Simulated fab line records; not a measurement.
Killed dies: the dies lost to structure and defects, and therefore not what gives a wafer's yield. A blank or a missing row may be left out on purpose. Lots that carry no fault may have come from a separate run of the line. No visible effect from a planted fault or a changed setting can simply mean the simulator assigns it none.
Matching of chambers + flow sky130 + rie-diel-02 running SKY_CONTACT_ETCH_17: 4 sister chambers
The step etches SiO2 in C4F8/O2/Ar, stops on Si3N4, target depth 340 nm. 4 wafers are shown with their chamber, then 8 later ones without.

## WAFERS, EACH WITH ITS CHAMBER
| wafer  | chamber | oes-product-au (a.u.) |
|--------|---------|-----------------------|
| L076.3 | 0       | 0.886                 |
| L080.5 | 1       | 0.895                 |
| L083.6 | 2       | 0.890                 |
| L084.1 | 3       | 0.887                 |

## WAFERS WHOSE CHAMBER IS MISSING
| wafer  | oes-product-au (a.u.) |
|--------|-----------------------|
| L084.4 | 0.890                 |
| L084.5 | 0.892                 |
| L088.3 | 0.894                 |
| L088.4 | 0.897                 |
| L088.5 | 0.887                 |
| L095.2 | 0.888                 |
| L095.3 | 0.895                 |
| L095.6 | 0.893                 |

## WHICH CHAMBER EACH WENT THROUGH
| wafer  | from the rows above          | in truth                   |
|--------|------------------------------|----------------------------|
| L084.4 | 2                            | 2                          |
| L084.5 | can't be placed: 2 or 1      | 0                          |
| L088.3 | 1                            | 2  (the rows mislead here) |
| L088.4 | 1                            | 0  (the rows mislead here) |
| L088.5 | can't be placed: 3 or 0      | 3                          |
| L095.2 | can't be placed: 3 or 0 or 2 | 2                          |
| L095.3 | 1                            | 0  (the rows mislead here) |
| L095.6 | can't be placed: 1 or 2      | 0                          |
Placed correctly: 1 of 8. From these rows, 4 cannot be placed; in 2 the true chamber is one of the candidates. Placed wrongly: 3.
How it was worked out, from the rows above alone: a wafer's distance from a chamber is the root of the sum, over the readings, of the square of ((its reading less the chamber's mean) divided by the reading's scatter). The wafer belongs to the nearest chamber; if the next one is less than 2 further off, it can't be placed. The mean given for a chamber averages the wafers shown for that chamber. The scatter: root of mean squared gap, hidden wafer to nearest shown wafer, with one shown wafer a chamber.
